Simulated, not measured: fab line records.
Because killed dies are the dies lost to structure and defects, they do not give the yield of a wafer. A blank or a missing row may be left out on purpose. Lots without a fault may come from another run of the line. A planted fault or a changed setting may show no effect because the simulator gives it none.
Matching of chambers -- flow sky130 -- 4 sister chambers for SKY_VIA4_CMP_21 on cmp-01
The step polishes, stops on SiO2, t overpolish 25 s, target thk 0 nm. 33 wafers are shown with their chamber, then 12 later ones without.

## EACH WAFER AND ITS CHAMBER
wafer,chamber,motorCurrentA (A),timeToEndpointS (s),overpolishRunS (s)
L074.1,1,10.3,117,25.002
L074.2,0,11.8,129,24.996
L074.5,1,10.0,121,24.994
L075.2,1,9.6,116,24.990
L075.3,2,10.9,132,25.006
L075.4,0,12.0,121,25.001
L076.2,3,8.8,130,25.000
L076.4,1,10.6,117,24.993
L076.5,3,8.5,129,25.009
L077.2,0,12.1,127,24.996
L077.3,2,11.8,135,24.995
L077.5,0,12.5,125,24.992
L079.2,0,12.0,124,25.021
L079.4,2,12.3,127,25.005
L079.5,1,10.1,113,24.991
L078.2,1,10.4,113,25.001
L078.3,2,11.8,132,25.000
L078.5,2,10.5,131,24.993
L080.3,3,9.5,137,24.993
L080.4,1,10.7,116,25.011
L080.5,3,8.7,129,24.989
L081.3,0,11.9,126,25.002
L081.4,3,9.1,141,24.985
L081.6,3,8.8,132,24.995
L082.2,2,10.9,136,24.999
L082.3,0,12.0,134,24.996
L082.5,3,8.7,138,24.998
L084.1,1,10.7,118,25.010
L084.3,2,11.9,131,25.000
L084.5,1,10.7,118,24.990
L086.1,0,12.2,122,25.005
L086.3,3,8.9,128,24.987
L086.5,0,12.0,124,24.998

SIGNATURES (means of the wafers above)
reading,chamber 0,chamber 1,chamber 2,chamber 3,scatter within a chamber
motorCurrentA,12.056,10.344,11.443,8.875,0.408
timeToEndpointS,125.78,116.56,132.00,133.00,3.7
overpolishRunS,25.00078,24.99800,24.99971,24.99450,0.00767
Rule: for a wafer and a chamber, the distance is found by dividing, reading by reading, the gap between the wafer's reading and the chamber's mean by the reading's scatter, squaring, summing and taking the root. The wafer belongs to the nearest chamber; if the next one is less than 2 further off, it can't be placed. How the scatter is found: for the shown wafers, subtract from each reading the mean of its chamber, square and add these, divide the total by (wafers less chambers), then take the root.

## WAFERS WHOSE CHAMBER IS MISSING
wafer,motorCurrentA (A),timeToEndpointS (s),overpolishRunS (s)
L089.2,9.3,121,25.001
L089.5,8.6,121,25.009
L089.6,11.4,117,24.993
L093.1,12.2,121,25.009
L093.2,10.7,129,24.992
L093.6,12.1,123,24.993
L095.1,8.7,127,25.010
L095.3,11.5,123,25.007
L095.5,11.6,129,25.001
L097.2,12.0,127,24.998
L097.3,8.6,132,25.003
L097.4,10.4,119,24.999

## WHICH CHAMBER EACH ONE RAN IN
wafer,from the rows above,in truth
L089.2,can't be placed: 1 or 3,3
L089.5,can't be placed: 3 or 1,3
L089.6,can't be placed: 1 or 0 or 2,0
L093.1,can't be placed: 0 or 2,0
L093.2,can't be placed: 2 or 1 or 0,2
L093.6,can't be placed: 0 or 2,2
L095.1,3,3
L095.3,can't be placed: 0 or 2 or 1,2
L095.5,can't be placed: 2 or 0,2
L097.2,can't be placed: 0 or 2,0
L097.3,3,3
L097.4,1,1
Correct placement for 3 of the 12. These rows do not allow placing 9 (true chamber among the candidates in 9). Number placed wrongly: 0.
